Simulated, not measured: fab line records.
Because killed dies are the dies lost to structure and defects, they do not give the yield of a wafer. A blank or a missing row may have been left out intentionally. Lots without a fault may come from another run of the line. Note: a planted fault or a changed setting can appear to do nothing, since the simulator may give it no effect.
fab line records -- flow gf180mcu -- part 2 of 2: steps 26 to 33 of 33
record: lots: 5, wafers: 15, lastDay: 34
route steps=602 shown V4@491 MIM@503
lots that met no fault: from a run of the same line without faults
startH: start of the lot's first displayed wafer, in hours after the record's first day -- waitH: time in hours since the lot's previous step -- " identical to the entry in the row above -- L1.1+2: a single row standing in for several wafers -- - no value, or no start was given -- * or withheld: withheld -- < > ~ a bound
route shown NAME@n: a module of which the file shows steps, and the number in the route of the first -- usual: mean/standard deviation of fault-free wafers -- same: alike in all rows -- chamber/n: place in a boat -- sites: readings site by site -- _std_site: standard deviation across them -- _edge_site: outer sites' mean less inner sites' -- radiusMm: for every site, how far away it sits from the centre of the wafer -- mask NAME#n: copy n -- behind: the tool/chamber that last shaped the wafer -- hold: what put the lot on hold/how long, in hours/how the hold closed -- device: transistor that didn't switch, given as n, p or np -- end of line: tests run on the same wafers once the route is complete -- a step with no rows: only its recipe -- killed: at the first sort, the dies lost to defects and structure; wafer yield is something else -- map: dies across one wafer; x = killed, . = not, _ = none there
set.NAME: setting as actually run; set.NAME@STEP: the setting as run at that earlier step -- model.NAME: the simulator's own value behind a step, which no gauge read
lots seen at some steps along the route; tables by step, rows by wafer
services: a tool's chamber out of use, with start hour (startH, from the record's first day; less than 0 if before it), hours out, and reason
== steps ==
step: GF_MIM_HMDS_13
recipe: primeTimeS: 60, primeTempC: 120
usual: chillPlateTempC: 23.01/0.094
lot.wafer,tool,chamber,startH,waitH,chillPlateTempC
L075.1,lithoTrack-02,0,583.43,0.1,23.08
L075.2,lithoTrack-02,0,583.43,0.1,23.05
L075.3,lithoTrack-02,0,583.43,0.1,22.99
L082.3,lithoTrack-02,0,643.93,0.1,22.97
L082.4,lithoTrack-02,0,643.93,0.1,22.90
L082.6,lithoTrack-02,0,643.93,0.1,22.97
L083.4,lithoTrack-01,0,644.64,0.1,23.05
L083.5,lithoTrack-01,0,644.64,0.1,22.96
L083.6,lithoTrack-01,0,644.64,0.1,22.89
L091.1,lithoTrack-02,0,703.48,0.1,22.87
L091.2,lithoTrack-02,0,703.48,0.1,22.92
L091.3,lithoTrack-02,0,703.48,0.1,22.98
L095.1,lithoTrack-04,0,726.33,0.1,22.87
L095.3,lithoTrack-04,0,726.33,0.1,22.95
L095.6,lithoTrack-04,0,726.33,0.1,22.90
step: GF_MIM_COAT_14
recipe: resist: NOVOLAK, spinRpm: 3000, resistThkNm: 1000
usual: chillPlateTempC: 23.00/0.12
lot.wafer,tool,chamber,startH,waitH,chillPlateTempC
L075.1,lithoTrack-02,0,583.58,0.1,23.06
L075.2,lithoTrack-02,0,583.58,0.1,22.86
L075.3,lithoTrack-02,0,583.58,0.1,22.79
L082.3,lithoTrack-02,0,644.08,0.1,23.12
L082.4,lithoTrack-02,0,644.08,0.1,22.99
L082.6,lithoTrack-02,0,644.08,0.1,23.06
L083.4,lithoTrack-01,0,644.79,0.1,22.88
L083.5,lithoTrack-01,0,644.79,0.1,23.05
L083.6,lithoTrack-01,0,644.79,0.1,23.05
L091.1,lithoTrack-02,0,703.63,0.1,23.15
L091.2,lithoTrack-02,0,703.63,0.1,23.03
L091.3,lithoTrack-02,0,703.63,0.1,23.10
L095.1,lithoTrack-04,0,726.48,0.1,23.02
L095.3,lithoTrack-04,0,726.48,0.1,22.99
L095.6,lithoTrack-04,0,726.48,0.1,22.97
step: GF_MIM_SOFTBAKE_15
recipe: tempC: 90, timeS: 60, resist: NOVOLAK
usual: chillPlateTempC: 23.01/0.11
lot.wafer,tool,chamber,startH,waitH,chillPlateTempC
L075.1,lithoTrack-02,0,583.73,0.1,22.84
L075.2,lithoTrack-02,0,583.73,0.1,22.89
L075.3,lithoTrack-02,0,583.73,0.1,22.99
L082.3,lithoTrack-02,0,644.23,0.1,22.98
L082.4,lithoTrack-02,0,644.23,0.1,22.85
L082.6,lithoTrack-02,0,644.23,0.1,22.87
L083.4,lithoTrack-01,0,644.94,0.1,23.05
L083.5,lithoTrack-01,0,644.94,0.1,23.06
L083.6,lithoTrack-01,0,644.94,0.1,23.16
L091.1,lithoTrack-02,0,703.78,0.1,22.84
L091.2,lithoTrack-02,0,703.78,0.1,22.90
L091.3,lithoTrack-02,0,703.78,0.1,22.84
L095.1,lithoTrack-04,0,726.63,0.1,22.82
L095.3,lithoTrack-04,0,726.63,0.1,23.02
L095.6,lithoTrack-04,0,726.63,0.1,23.01
step: GF_MIM_EXPOSE_16
recipe: maskId: FuseTop, targetCdNm: 2000, na: 0.6, sourceShape: conventional, sigmaOuter: 0.6, doseMj: 140
usual: focusOffsetNm: 0.1/0.61
same: na: 0.6
lot.wafer,tool,chamber,startH,waitH,mask,focusOffsetNm
L075.1,ilineStepper-01,0,-,-,FuseTop#0,0.1
L075.2,ilineStepper-01,0,-,-,FuseTop#0,0.9
L075.3,ilineStepper-01,0,-,-,FuseTop#0,-0.3
L082.3,ilineStepper-02,0,-,-,FuseTop#0,0.7
L082.4,ilineStepper-02,0,-,-,FuseTop#0,0.4
L082.6,ilineStepper-02,0,-,-,FuseTop#0,-0.6
L083.4,ilineStepper-01,0,-,-,FuseTop#0,-1.1
L083.5,ilineStepper-01,0,-,-,FuseTop#0,-0.9
L083.6,ilineStepper-01,0,-,-,FuseTop#0,-0.9
L091.1,ilineStepper-01,0,-,-,FuseTop#0,0.0
L091.2,ilineStepper-01,0,-,-,FuseTop#0,0.5
L091.3,ilineStepper-01,0,-,-,FuseTop#0,-0.2
L095.1,ilineStepper-01,0,-,-,FuseTop#0,0.2
L095.3,ilineStepper-01,0,-,-,FuseTop#0,-0.1
L095.6,ilineStepper-01,0,-,-,FuseTop#0,0.2
step: GF_MIM_PEB_17
recipe: tempC: withheld, timeS: *, resist: NOVOLAK
usual: chillPlateTempC: *
lot.wafer,tool,chamber,startH,waitH,chillPlateTempC
L075.1,lithoTrack-04,0,-,-,*
L075.2,lithoTrack-04,0,-,-,*
L075.3,lithoTrack-04,0,-,-,*
L082.3,lithoTrack-04,0,-,-,*
L082.4,lithoTrack-04,0,-,-,*
L082.6,lithoTrack-04,0,-,-,*
L083.4,lithoTrack-01,0,-,-,*
L083.5,lithoTrack-01,0,-,-,*
L083.6,lithoTrack-01,0,-,-,*
L091.1,lithoTrack-02,0,-,-,*
L091.2,lithoTrack-02,0,-,-,*
L091.3,lithoTrack-02,0,-,-,*
L095.1,lithoTrack-01,0,-,-,*
L095.3,lithoTrack-01,0,-,-,*
L095.6,lithoTrack-01,0,-,-,*
step: GF_MIM_DEVELOP_18
recipe: developTimeS: 60, devTempC: 23
usual: chillPlateTempC: 23.00/0.098
lot.wafer,tool,chamber,startH,waitH,chillPlateTempC
L075.1,lithoTrack-04,0,594.19,0.1,23.12
L075.2,lithoTrack-04,0,594.19,0.1,23.03
L075.3,lithoTrack-04,0,594.19,0.1,22.99
L082.3,lithoTrack-04,0,654.08,0.1,23.09
L082.4,lithoTrack-04,0,654.08,0.1,23.11
L082.6,lithoTrack-04,0,654.08,0.1,23.07
L083.4,lithoTrack-01,0,654.34,0.1,22.88
L083.5,lithoTrack-01,0,654.34,0.1,23.18
L083.6,lithoTrack-01,0,654.34,0.1,22.90
L091.1,lithoTrack-02,0,712.33,0.1,23.11
L091.2,lithoTrack-02,0,712.33,0.1,23.13
L091.3,lithoTrack-02,0,712.33,0.1,23.01
L095.1,lithoTrack-01,0,735.12,0.1,22.83
L095.3,lithoTrack-01,0,735.12,0.1,22.99
L095.6,lithoTrack-01,0,735.12,0.1,22.80
step: GF_MIM_METAL_ETCH_19
recipe: chemistry: Cl2/BCl3, maskMaterial: NOVOLAK, stopOn: Si3N4, targetDepthNm: 324.5, pressureMtorr: 8, icpW: 800, biasW: 140, Cl2_flow_sccm: 80, bcl3FlowSccm: 40, timeS: 54.1
usual: drypumpMotorCurrentA: 5.9/0.39, heBacksideLeakSccm: 3.33/0.24, oesProductAu: 0.943/0.0071, throttleValvePct: 28.282/0.01
lot.wafer,tool,chamber,startH,waitH,drypumpMotorCurrentA,heBacksideLeakSccm,oesProductAu,rfHoursCounterH,throttleValvePct
L075.1,rieMetal-04,0,594.34,0.1,5.6,3.15,0.932,1,28.282
L075.2,rieMetal-04,1,594.34,0.1,5.7,3.14,0.938,14,28.304
L075.3,rieMetal-04,1,594.34,0.1,5.7,3.05,0.935,-,28.298
L082.3,rieMetal-03,0,654.21,0.1,5.8,3.38,0.942,-,28.285
L082.4,rieMetal-03,1,654.21,0.1,5.7,3.31,0.932,-,28.281
L082.6,rieMetal-03,0,654.21,0.1,5.8,3.32,0.936,-,28.277
L083.4,rieMetal-04,1,654.44,0.1,5.7,3.10,0.937,-,28.295
L083.5,rieMetal-04,1,654.44,0.1,5.7,3.22,0.940,-,28.302
L083.6,rieMetal-04,0,654.44,0.1,5.5,3.51,0.935,-,28.293
L091.1,rieMetal-04,1,712.48,0.1,5.7,3.37,0.952,3,28.265
L091.2,rieMetal-04,0,712.48,0.1,5.5,3.63,0.944,6,28.272
L091.3,rieMetal-04,0,712.48,0.1,5.5,3.54,0.954,-,28.278
L095.1,rieMetal-01,1,735.27,0.1,6.4,3.05,0.934,10,28.272
L095.3,rieMetal-01,1,735.27,0.1,6.4,3.10,0.954,-,28.279
L095.6,rieMetal-01,0,735.27,0.1,6.6,3.73,0.948,-,28.268
step: GF_MIM_STRIP_20
recipe: chemistry: O2/N2, powerW: 1400, pressureMtorr: 1500, platenTempC: 250, o2FlowSccm: 3000, n2FlowSccm: 300, overashFraction: 0.5
usual: drypumpMotorCurrentA: 5.5/0.42, heaterPowerW: 352/27, oesProductAu: 0.692/0.0049, stripTimeToEndpointS: 11.23/0.043
lot.wafer,tool,chamber,startH,waitH,drypumpMotorCurrentA,heaterPowerW,oesProductAu,rfHoursCounterH,stripTimeToEndpointS
L075.1,plasmaAsher-01,0,594.41,0.0,5.3,326,0.696,18,11.25
L075.2,plasmaAsher-01,1,594.41,0.0,5.3,384,0.696,18,11.22
L075.3,plasmaAsher-01,0,594.41,0.0,5.3,329,0.688,-,11.19
L082.3,plasmaAsher-01,0,654.29,0.1,5.3,315,0.687,-,11.24
L082.4,plasmaAsher-01,1,654.29,0.1,5.3,392,0.689,-,11.21
L082.6,plasmaAsher-01,1,654.29,0.1,5.3,388,0.695,-,11.24
L083.4,plasmaAsher-03,1,654.52,0.1,5.2,370,0.694,-,11.26
L083.5,plasmaAsher-03,1,654.52,0.1,5.2,374,0.696,-,11.25
L083.6,plasmaAsher-03,0,654.52,0.1,5.2,336,0.692,-,11.26
L091.1,plasmaAsher-03,1,712.55,0.0,5.2,369,0.687,107,11.24
L091.2,plasmaAsher-03,0,712.55,0.0,5.2,319,0.687,107,11.22
L091.3,plasmaAsher-03,1,712.55,0.0,5.2,367,0.689,-,11.26
L095.1,plasmaAsher-01,1,735.34,0.0,5.4,379,0.690,32,11.20
L095.3,plasmaAsher-01,0,735.34,0.0,5.3,326,0.687,-,11.20
L095.6,plasmaAsher-01,1,735.34,0.0,5.3,391,0.691,-,11.24
== services ==
tool,chamber,startH,hours,kind
cvdW-01,-,553.53,2.8,pm
rieDiel-04,3,559.70,13.9,repair
cmp-01,-,572.00,4.0,pm
rieDiel-01,0,583.08,9.2,repair
pecvd-01,-,585.29,0.4,repair
pvdSputter-02,-,601.64,1.7,repair
ilineStepper-01,-,601.87,1.7,pm
rieDiel-02,0,605.00,4.8,repair
rieDiel-01,1,609.34,13.1,repair
plasmaAsher-01,-,609.97,0.5,repair
plasmaAsher-01,-,615.74,14.6,pm
ilineStepper-01,-,631.18,4.4,pm
rieMetal-04,1,634.00,2.6,repair
cmp-02,-,635.46,5.5,pm
wetBench-01,-,645.83,4.4,pm
wetBench-01,-,650.98,1.4,repair
cvdW-01,1,656.59,4.8,repair
cmp-02,-,661.21,0.3,repair
rieDiel-01,0,693.05,6.5,repair
cmp-02,-,693.13,0.7,repair
pvdSputter-03,-,703.22,10.0,repair
rieDiel-02,-,719.63,2.8,pm
rieDiel-01,0,723.50,10.9,repair
rieDiel-01,-,727.11,0.1,repair
